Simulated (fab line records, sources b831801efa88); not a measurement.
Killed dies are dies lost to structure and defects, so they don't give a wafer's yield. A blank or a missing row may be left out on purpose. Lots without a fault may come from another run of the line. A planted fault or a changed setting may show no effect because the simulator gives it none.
fab line records | flow gf180mcu
record lots=5 wafers=23
route steps=602 shown M4@472 V4@480 MIM@503 M5@531 V5@540
start_h: hours from the record's first day to the start of the lot's first wafer shown | wait_h: hours since the lot's step before | " the same as in the row above | L1.1+2: a row that stands for several wafers | - no value, or no start given | * or withheld: withheld | < > ~ a bound
route shown NAME@n: a module of which the file shows steps, and the number in the route of the first | usual: mean/standard deviation of fault-free wafers | same: alike in all rows | chamber/n: place in a boat | sites: the reading at each site | _std_site: their standard deviation | _edge_site: outer sites' mean less inner sites' | radius_mm: how far each site lies from the wafer's centre | mask NAME#n: copy n | behind: the tool/chamber that last shaped the wafer | hold: why the lot was held/for how many hours/how that ended | device: the transistor (n, p or np) that didn't switch | end of line: the same wafers' tests at the end of the route | a step without rows: its recipe alone | killed: dies lost to structure and defects at the first sort, not the wafer's yield | map: a wafer's dies, x killed, . not, _ none there
set.NAME: the setting as run; set.NAME@STEP: as run at that earlier step | model.NAME: the simulator's own value behind a step, which no gauge read
lots whose settings were changed on purpose; a table a step, a row a wafer
## steps
# step GF_M4_METAL_ETCH_16
# recipe chemistry=Cl2/BCl3 mask_material=KrF target_depth_nm=627.5 stop_on=SiO2 pressure_mtorr=8 icp_w=800 bias_w=140 Cl2_flow_sccm=80 bcl3_flow_sccm=40 time_s=104.6
# columns lot.wafer tool chamber start_h wait_h set.icp_w
L080.1+2 rie_metal-02 0,1 596.28 0.0 864.1
L080.3+5+6 " 1,0,1 " " 800
L082.1+3 rie_metal-01 0,1 615.96 0.0 800
L082.4+5+6 " 0,0,1 " " 831.4
L083.2+3+6 rie_metal-03 0 620.11 0.0 862.5
L083.4+5 " 1 " " 800
L084.3+4+6 rie_metal-03 1,0,0 628.17 0.1 800
L085.2+3+6 rie_metal-02 0 632.14 0.0 800
L085.4+5 " 1 " " 757.5
# step GF_M4_STRIP_17
# recipe chemistry=O2/N2 power_w=1400 pressure_mtorr=1500 platen_temp_c=250 o2_flow_sccm=3000 n2_flow_sccm=300 overash_fraction=0.5
# usual strip_time_to_endpoint_s=7.93/0.043
# columns lot.wafer tool chamber start_h wait_h set.icp_w@M4_METAL_ETCH_16 strip_time_to_endpoint_s
L080.1 plasma_asher-04 1 596.39 0.1 864.1 7.72
L080.2 " 0 " " 864.1 7.68
L080.3 " 1 " " 800 7.93
L080.5 " 1 " " 800 7.92
L080.6 " 0 " " 800 7.91
L082.1 plasma_asher-01 1 616.08 0.1 800 7.90
L082.3 " 1 " " 800 7.92
L082.4 " 0 " " 831.4 7.81
L082.5 " 0 " " 831.4 7.84
L082.6 " 1 " " 831.4 7.81
L083.2 plasma_asher-04 0 620.23 0.1 862.5 7.79
L083.3 " 1 " " 862.5 7.76
L083.4 " 0 " " 800 8.00
L083.5 " 1 " " 800 8.02
L083.6 " 0 " " 862.5 7.75
L084.3 plasma_asher-04 0 628.31 0.1 800 7.94
L084.4 " 1 " " 800 7.87
L084.6 " 0 " " 800 7.86
L085.2 plasma_asher-03 1 632.25 0.1 800 7.89
L085.3 " 1 " " 800 7.96
L085.4 " 0 " " 757.5 8.05
L085.5 " 1 " " 757.5 8.05
L085.6 " 0 " " 800 7.96
# step GF_V4_CMP_04
# recipe material=SiO2 down_force_psi=4 platen_rpm=60 pad_velocity_m_s=0.94248
# columns lot.wafer tool chamber start_h wait_h set.leave_above_ref_nm model.SiO2_of_V4_CVD_02.thk_nm
L080.3 cmp-01 1 597.22 0.0 632.5 632.1
L080.2 " 3 " " 613.3 614.7
L080.1+5 " 0,2 " " 613.3 612.3
L080.6 " 1 " " 632.5 631.7
L082.4 cmp-01 1 616.88 0.0 660.6 661.1
L082.3 " 3 " " 632.5 632.2
L082.1 " 0 " " 660.6 659.2
L082.5+6 " 1,2 " " 632.5 631
L083.3 cmp-01 2 621.02 0.0 615.1 613.9
L083.4 " 3 " " 632.5 633.7
L083.2 " 0 " " 615.1 614
L083.6 " 2 " " 632.5 631.7
L083.5 " 3 " " 615.1 616.9
L084.3 cmp-01 3 629.07 0.0 632.5 634.2
L084.4 " 1 " " 632.5 633.6
L084.6 " 3 " " 632.5 633.9
L085.3 cmp-02 0 633.06 0.0 632.5 633.1
L085.2 " 1 " " 632.5 635.4
L085.4 " 2 " " 632.5 632.3
L085.6 " 0 " " 632.5 633.7
L085.5 " 1 " " 632.5 633.9
# step GF_V4_DEVELOP_13
# recipe develop_time_s=60 resist=KrF dev_temp_c=21
# columns lot.wafer tool chamber start_h wait_h set.dev_temp_c
L080.1+2+3+5+6 litho_track-03 0 617.72 0.2 21
L082.1+3+4+5+6 litho_track-01 0 637.07 0.2 21
L083.2+3+4+5+6 litho_track-04 0 640.78 0.2 21
L084.3+4+6 litho_track-03 0 649.37 0.1 21
L085.2+4 litho_track-01 0 653.45 0.2 19.55
L085.3+5+6 " 0 " " 21
# step GF_V4_ETCH_16
# recipe chemistry=N2/H2 target_depth_a=withheld overetch_a=withheld time_s=withheld target=BARC ion_energy_ev=200 source_w=500 bias_w=100 pressure_mtorr=30 n2_flow_sccm=100 h2_flow_sccm=200
# step GF_V4_ETCH_17
# recipe chemistry=C4F8/O2/Ar mask_material=KrF target=SiO2 stop_on=TiN source_w=1500 bias_w=1200 pressure_mtorr=40 c4f8_flow_sccm=withheld O2_flow_sccm=6 Ar_flow_sccm=300 time_s=withheld target_depth_a=6300
# columns lot.wafer tool chamber start_h wait_h set.leave_above_ref_nm@V4_CMP_04 model.V4.feature_depth_nm
L080.1+5 rie_diel-03 2,0 - - 613.3 612.3
L080.2 " 0 " " 613.3 614.7
L080.3 " 1 " " 632.5 632.1
L080.6 " 1 " " 632.5 631.7
L082.1 rie_diel-03 0 - - 660.6 659.2
L082.3 " 1 " " 632.5 632.2
L082.4 " 3 " " 660.6 661.1
L082.5+6 " 1,2 " " 632.5 631
L083.2 rie_diel-04 3 - - 615.1 614
L083.3 " 1 " " 615.1 613.9
L083.4 " 2 " " 632.5 633.7
L083.5 " 3 " " 615.1 616.9
L083.6 " 2 " " 632.5 631.7
L084.3 rie_diel-04 3 - - 632.5 634.2
L084.4 " 0 " " 632.5 633.6
L084.6 " 1 " " 632.5 633.9
L085.2 rie_diel-04 3 - - 632.5 635.4
L085.3 " 1 " " 632.5 633.1
L085.4 " 0 " " 632.5 632.3
L085.5 " 0 " " 632.5 633.9
L085.6 " 3 " " 632.5 633.7
# step GF_V4_SPUTTER_21
# recipe material=Ti target_thk_nm=15 chamber_pressure_pa=5 power_w=2500 substrate_temp_c=200 time_s=80.02
# columns lot.wafer tool chamber start_h wait_h set.time_s model.Ti_of_V4_SPUTTER_21.thk_nm
L080.1 pvd_sputter-01 - 618.70 0.0 76.22 14.17
L080.2 " - " " 76.22 14.33
L080.3 " - " " 76.22 14.02
L080.5 " - " " 80.02 15.01
L080.6 " - " " 80.02 14.89
L082.1 pvd_sputter-02 - 638.04 0.0 80.02 14.97
L082.3 " - " " 69.71 12.84
L082.4 " - " " 69.71 12.95
L082.5 " - " " 80.02 14.87
L082.6 " - " " 80.02 14.94
L083.2+4 pvd_sputter-04 - 641.73 0.0 80.02 15.47
L083.3 " - " " 80.02 15.59
L083.5 " - " " 80.02 15.52
L083.6 " - " " 80.02 15.34
L084.3 pvd_sputter-02 - 650.29 0.0 80.02 15.01
L084.4 " - " " 80.02 14.86
L084.6 " - " " 80.02 14.91
L085.2 pvd_sputter-04 - 654.39 0.0 80.02 14.99
L085.3 " - " " 80.02 14.63
L085.4 " - " " 83.39 15.49
L085.5 " - " " 80.02 15
L085.6 " - " " 83.39 15.38
# step GF_MIM_SPUTTER_00
# recipe material=Ti target_thk_nm=37.5 arriving_ion_energy_ev=80 substrate_temp_c=200 chamber_pressure_pa=2 power_w=4000 time_s=150
# columns lot.wafer tool chamber start_h wait_h set.time_s model.Ti_of_MIM_SPUTTER_00.thk_nm
L080.1 pvd_sputter-03 - 619.39 0.2 150 37.41
L080.2 " - " " 150 37.22
L080.3 " - " " 150 37.43
L080.5 " - " " 150 37.53
L080.6 " - " " 150 37.12
L082.1 pvd_sputter-01 - 638.73 0.2 132.6 34.54
L082.3 " - " " 150 37.76
L082.4 " - " " 150 37.66
L082.5 " - " " 132.6 33.99
L082.6 " - " " 150 37.45
L083.2 pvd_sputter-02 - 642.42 0.2 150 37.28
L083.3 " - " " 150 36.46
L083.4 " - " " 137.5 34.48
L083.5 " - " " 137.5 33.75
L083.6 " - " " 137.5 34.49
L084.3 pvd_sputter-02 - 650.98 0.2 150 38.05
L084.4 " - " " 150 37.22
L084.6 " - " " 150 37.9
L085.2 pvd_sputter-02 - 655.08 0.1 150 37.17
L085.3 " - " " 150 38.02
L085.4 " - " " 150 37.23
L085.5 " - " " 150 38.15
L085.6 " - " " 150 37.87
# step GF_MIM_SPUTTER_08
# recipe material=AlCu target_thk_nm=200 power_w=10600 time_s=10.6 chamber_pressure_pa=0.4
# columns lot.wafer tool chamber start_h wait_h set.time_s model.AlCu_of_MIM_SPUTTER_08.thk_nm
L080.1 pvd_sputter-02 - 619.75 0.0 10.6 202.1
L080.2 " - " " 12.18 233.3
L080.3 " - " " 12.18 233.4
L080.5 " - " " 12.18 232.3
L080.6 " - " " 10.6 203.6
L082.1 pvd_sputter-02 - 639.09 0.0 9.355 177
L082.3 " - " " 9.355 177.4
L082.4 " - " " 10.6 202.5
L082.5 " - " " 10.6 200.1
L082.6 " - " " 9.355 176.8
L083.2 pvd_sputter-01 - 642.78 0.0 11.69 217.2
L083.3 " - " " 10.6 197.2
L083.4 " - " " 11.69 220.9
L083.5 " - " " 10.6 197
L083.6 " - " " 10.6 198.7
L084.3 pvd_sputter-01 - 651.34 0.0 10.6 199.2
L084.4 " - " " 10.6 200.4
L084.6 " - " " 10.6 199
L085.2 pvd_sputter-01 - 655.44 0.0 11.63 219.6
L085.3 " - " " 10.6 200.7
L085.4 " - " " 10.6 197.2
L085.5 " - " " 11.63 216.9
L085.6 " - " " 11.63 216.5
# step GF_MIM_SPUTTER_09
# recipe material=TiN target_thk_nm=35 power_w=6500 time_s=29.2 chamber_pressure_pa=0.4
# step GF_MIM_RS_MEAS_10
# recipe thk_meas_gauge=four-point-probe reads=TiN_of_MIM_SPUTTER_09+AlCu_of_MIM_SPUTTER_08+TiN_of_MIM_SPUTTER_07
# usual MIM_ALCU_RS=0.1600/0.0017
# columns lot.wafer tool chamber start_h wait_h set.time_s@MIM_SPUTTER_08 MIM_ALCU_RS[ohm/sq]
L080.1 film_metro-04 - 619.81 0.0 10.6 0.1583
L080.2 " - " " 12.18 0.1365
L080.3 " - " " 12.18 0.1364
L080.5 " - " " 12.18 0.1371
L080.6 " - " " 10.6 0.1574
L082.1 film_metro-02 - 639.15 0.0 9.355 0.1826
L082.3 " - " " 9.355 0.1821
L082.4 " - " " 10.6 0.1585
L082.5 " - " " 10.6 0.1602
L082.6 " - " " 9.355 0.1826
L083.2 film_metro-02 - 642.85 0.0 11.69 0.1474
L083.3 " - " " 10.6 0.1630
L083.4 " - " " 11.69 0.1446
L083.5 " - " " 10.6 0.1632
L083.6 " - " " 10.6 0.1618
L084.3 film_metro-01 - 651.44 0.1 10.6 0.1613
L084.4 " - " " 10.6 0.1597
L084.6 " - " " 10.6 0.1612
L085.2 film_metro-02 - 655.52 0.0 11.63 0.1459
L085.3 " - " " 10.6 0.1601
L085.4 " - " " 10.6 0.1628
L085.5 " - " " 11.63 0.1474
L085.6 " - " " 11.63 0.1480
# step GF_MIM_THK_MEAS_11
# recipe thk_meas_gauge=xrf reads=AlCu_of_MIM_SPUTTER_08
# usual MIM_ALCU_THK=202.1/2.2
# columns lot.wafer tool chamber start_h wait_h set.time_s@MIM_SPUTTER_08 MIM_ALCU_THK[nm]
L080.1 film_metro-04 - 619.93 0.1 10.6 201.8
L080.2 " - " " 12.18 234.3
L080.3 " - " " 12.18 233.8
L080.5 " - " " 12.18 230.8
L080.6 " - " " 10.6 202.7
L082.1 film_metro-02 - 639.27 0.1 9.355 176.4
L082.3 " - " " 9.355 177.3
L082.4 " - " " 10.6 202.8
L082.5 " - " " 10.6 200.3
L082.6 " - " " 9.355 177.0
L083.2 film_metro-02 - 642.96 0.1 11.69 217.1
L083.3 " - " " 10.6 197.6
L083.4 " - " " 11.69 221.6
L083.5 " - " " 10.6 198.2
L083.6 " - " " 10.6 199.3
L084.3 film_metro-01 - 651.54 0.1 10.6 202.3
L084.4 " - " " 10.6 202.0
L084.6 " - " " 10.6 201.1
L085.2 film_metro-02 - 655.63 0.1 11.63 222.8
L085.3 " - " " 10.6 202.3
L085.4 " - " " 10.6 198.3
L085.5 " - " " 11.63 218.3
L085.6 " - " " 11.63 217.7
# step GF_MIM_METAL_ETCH_19
# recipe chemistry=Cl2/BCl3 mask_material=NOVOLAK stop_on=Si3N4 target_depth_nm=324.5 pressure_mtorr=8 icp_w=800 bias_w=140 Cl2_flow_sccm=80 bcl3_flow_sccm=40 time_s=54.1
# columns lot.wafer tool chamber start_h wait_h set.time_s
L080.1+2+3+5+6 rie_metal-02 1,0,1,0,1 640.32 0.1 54.1
L082.1+3+5 rie_metal-02 1,1,0 658.97 0.1 54.1
L082.4+6 " 0,1 " " 48.81
L083.2+5+6 rie_metal-02 0 661.65 0.1 54.1
L083.3+4 " 0 " " 46.14
L084.3+4+6 rie_metal-02 0 670.22 0.1 54.1
L085.2+3+4 rie_metal-04 1 674.25 0.1 49.59
L085.5+6 " 1 " " 54.1
# step GF_MIM_STRIP_20
# recipe chemistry=O2/N2 power_w=1400 pressure_mtorr=1500 platen_temp_c=250 o2_flow_sccm=3000 n2_flow_sccm=300 overash_fraction=0.5
# usual strip_time_to_endpoint_s=11.23/0.04
# columns lot.wafer tool chamber start_h wait_h set.time_s@MIM_METAL_ETCH_19 strip_time_to_endpoint_s
L080.1 plasma_asher-03 0 640.39 0.0 54.1 11.22
L080.2 " 1 " " 54.1 11.25
L080.3 " 1 " " 54.1 11.20
L080.5 " 0 " " 54.1 11.25
L080.6 " 1 " " 54.1 11.20
L082.1 plasma_asher-01 0 659.04 0.0 54.1 11.22
L082.3 " 0 " " 54.1 11.23
L082.4 " 1 " " 48.81 11.39
L082.5 " 1 " " 54.1 11.25
L082.6 " 0 " " 48.81 11.37
L083.2 plasma_asher-03 1 661.76 0.1 54.1 11.24
L083.3 " 1 " " 46.14 11.46
L083.4 " 0 " " 46.14 11.46
L083.5 " 1 " " 54.1 11.22
L083.6 " 0 " " 54.1 11.25
L084.3 plasma_asher-02 0 670.35 0.1 54.1 11.30
L084.4 " 1 " " 54.1 11.29
L084.6 " 1 " " 54.1 11.26
L085.2 plasma_asher-02 1 674.36 0.1 49.59 11.37
L085.3 " 1 " " 49.59 11.36
L085.4 " 0 " " 49.59 11.37
L085.5 " 0 " " 54.1 11.23
L085.6 " 1 " " 54.1 11.28
# step GF_M5_PEB_05
# recipe peb_temp_c=135 peb_time_s=90 resist=KrF
# columns lot.wafer tool chamber start_h wait_h set.peb_time_s
L080.1+5+6 litho_track-03 0 - - 90
L080.2+3 " 0 " " 99.63
L082.1+3 litho_track-02 0 - - 100.8
L082.4+5+6 " 0 " " 90
L083.2+3+4+5+6 litho_track-04 0 - - 90
L084.3+4+6 litho_track-04 0 - - 90
L085.2+3 litho_track-02 0 - - 90
L085.4+5+6 " 0 " " 79.26
# step GF_M5_DEVELOP_06
# recipe develop_time_s=60 dev_temp_c=21
# step GF_M5_CD_MEAS_07
# recipe target_cd_nm=280
# usual cd_nm=280.0/1.1
# columns lot.wafer tool chamber start_h wait_h set.peb_time_s@M5_PEB_05 cd_nm
L080.1 cd_sem-01 - 660.47 0.1 90 280.7
L080.2 " - " " 99.63 278.5
L080.3 " - " " 99.63 278.9
L080.5 " - " " 90 281.7
L080.6 " - " " 90 281.1
L082.1 cd_sem-02 - 678.57 0.1 100.8 278.1
L082.3 " - " " 100.8 277.6
L082.4 " - " " 90 281.0
L082.5 " - " " 90 281.8
L082.6 " - " " 90 279.8
L083.2 cd_sem-02 - 681.38 0.1 90 280.6
L083.3 " - " " 90 279.3
L083.4 " - " " 90 280.0
L083.5 " - " " 90 279.9
L083.6 " - " " 90 279.1
L084.3 cd_sem-01 - 690.10 0.1 90 279.3
L084.4 " - " " 90 280.1
L084.6 " - " " 90 279.3
L085.2 cd_sem-02 - 693.64 0.1 90 281.0
L085.3 " - " " 90 281.0
L085.4 " - " " 79.26 285.0
L085.5 " - " " 79.26 283.8
L085.6 " - " " 79.26 284.3
# step GF_M5_ETCH_09
# recipe chemistry=CF4/O2 target=Si3N4 target_depth_nm=52 source_w=800 bias_w=150 pressure_mtorr=150 cf4_flow_sccm=80 O2_flow_sccm=10 time_s=11.6
# columns lot.wafer tool chamber start_h wait_h set.peb_time_s@M5_PEB_05 model.M5.cd_nm
L080.1 rie_diel-03 1 660.63 0.0 90 281.2
L080.2 " 2 " " 99.63 278.3
L080.3 " 3 " " 99.63 278.4
L080.5 " 2 " " 90 281.6
L080.6 " 1 " " 90 281.5
L082.1 rie_diel-03 0 678.75 0.0 100.8 278.3
L082.3 " 1 " " 100.8 278
L082.4 " 3 " " 90 280.4
L082.5 " 3 " " 90 281.8
L082.6 " 0 " " 90 279.9
L083.2 rie_diel-01 1 681.51 0.0 90 280.7
L083.3 " 0 " " 90 280.1
L083.4 " 3 " " 90 279.8
L083.5 " 2 " " 90 279.7
L083.6 " 1 " " 90 279.4
L084.3 rie_diel-04 2 690.21 0.0 90 279.6
L084.4 " 0 " " 90 280
L084.6 " 0 " " 90 279.3
L085.2+3 rie_diel-04 3,0 693.77 0.0 90 281.2
L085.4 " 1 " " 79.26 285
L085.5 " 0 " " 79.26 283.7
L085.6 " 3 " " 79.26 284.4
# step GF_V5_CVD_00
# recipe material=SiO2 target_thk_nm=300 sigma_open_frac=0.3 temp_c=400 time_s=50 sih4_flow_sccm=60 pressure_mtorr=6
# columns lot.wafer tool chamber start_h wait_h set.sih4_flow_sccm model.SiO2_of_V5_CVD_00.thk_nm
L080.1 hdpcvd-01 0 661.30 0.0 60 295.8
L080.2 " 1 " " 65.86 327.6
L080.3 " 2 " " 60 301.9
L080.5 " 0 " " 65.86 326.7
L080.6 " 2 " " 60 298
L082.1 hdpcvd-01 2 679.49 0.0 60 296.5
L082.3 " 0 " " 60 296.2
L082.4 " 0 " " 60 297.4
L082.5 " 1 " " 60 294.7
L082.6 " 2 " " 60 297.9
L083.2 hdpcvd-01 0 682.22 0.0 60 296.3
L083.3 " 1 " " 60 297.3
L083.4 " 1 " " 60 296.9
L083.5 " 2 " " 60 303.2
L083.6 " 0 " " 60 299.7
L084.3 hdpcvd-01 1 691.35 0.0 60 294.5
L084.4 " 0 " " 60 297.6
L084.6 " 1 " " 60 297.5
L085.2 hdpcvd-02 1 694.57 0.0 60 299.9
L085.3 " 0 " " 54.64 269.9
L085.4 " 2 " " 60 300.4
L085.5 " 1 " " 54.64 273.6
L085.6 " 0 " " 60 294.6
# step GF_V5_THK_MEAS_01
# recipe reads=SiO2_of_V5_CVD_00
# usual V5_CVD_00_THK=296.9/2.9
# columns lot.wafer tool chamber start_h wait_h set.sih4_flow_sccm@V5_CVD_00 V5_CVD_00_THK[nm]
L080.1 film_metro-03 - 661.34 0.0 60 295.9
L080.2 " - " " 65.86 327.7
L080.3 " - " " 60 301.9
L080.5 " - " " 65.86 326.8
L080.6 " - " " 60 298.1
L082.1 film_metro-01 - 679.53 0.0 60 296.5
L082.3 " - " " 60 296.3
L082.4 " - " " 60 297.5
L082.5 " - " " 60 294.5
L082.6 " - " " 60 297.8
L083.2 film_metro-01 - 682.28 0.0 60 296.0
L083.3 " - " " 60 297.2
L083.4 " - " " 60 297.2
L083.5 " - " " 60 303.1
L083.6 " - " " 60 299.8
L084.3 film_metro-02 - 691.42 0.0 60 294.6
L084.4 " - " " 60 297.7
L084.6 " - " " 60 297.1
L085.2 film_metro-01 - 694.62 0.0 60 300.1
L085.3 " - " " 54.64 269.8
L085.4 " - " " 60 300.4
L085.5 " - " " 54.64 273.5
L085.6 " - " " 60 294.3
## key
split step=GF_M4_METAL_ETCH_16 setting=icp_w stated=800 by=wafer
response step=GF_M4_STRIP_17 reading=strip_time_to_endpoint_s change=* per=1% r=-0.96
split step=GF_V4_CMP_04 setting=leave_above_ref_nm stated=632.5 by=wafer
response step=GF_V4_CMP_04 reading=model.SiO2_of_V4_CVD_02.thk_nm change=+6.39 per=1% r=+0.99
response step=GF_V4_ETCH_17 reading=model.V4.feature_depth_nm change=+6.39 per=1% r=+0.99
split step=GF_V4_DEVELOP_13 setting=dev_temp_c stated=21 by=wafer
response none clear
split step=GF_V4_SPUTTER_21 setting=time_s stated=80.02 by=wafer
response step=GF_V4_SPUTTER_21 reading=model.Ti_of_V4_SPUTTER_21.thk_nm change=+0.156 per=1% r=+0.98
split step=GF_MIM_SPUTTER_00 setting=time_s stated=150 by=wafer
response step=GF_MIM_SPUTTER_00 reading=model.Ti_of_MIM_SPUTTER_00.thk_nm change=+0.299 per=1% r=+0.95
split step=GF_MIM_SPUTTER_08 setting=time_s stated=10.6 by=wafer
response step=GF_MIM_SPUTTER_08 reading=model.AlCu_of_MIM_SPUTTER_08.thk_nm change=+2.03 per=1% r=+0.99
response step=GF_MIM_RS_MEAS_10 reading=MIM_ALCU_RS change=-0.0016 per=1% r=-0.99
response step=GF_MIM_THK_MEAS_11 reading=MIM_ALCU_THK change=+2.05 per=1% r=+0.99
split step=GF_MIM_METAL_ETCH_19 setting=time_s stated=54.1 by=wafer
response step=GF_MIM_STRIP_20 reading=strip_time_to_endpoint_s change=* per=1% r=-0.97
split step=GF_M5_PEB_05 setting=peb_time_s stated=90 by=wafer
response step=GF_M5_CD_MEAS_07 reading=cd_nm change=-0.257 per=1% r=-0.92
response step=GF_M5_ETCH_09 reading=model.M5.cd_nm change=-0.254 per=1% r=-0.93
split step=GF_V5_CVD_00 setting=sih4_flow_sccm stated=60 by=wafer
response step=GF_V5_CVD_00 reading=model.SiO2_of_V5_CVD_00.thk_nm change=+2.95 per=1% r=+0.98
response step=GF_V5_THK_MEAS_01 reading=V5_CVD_00_THK change=+2.95 per=1% r=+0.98
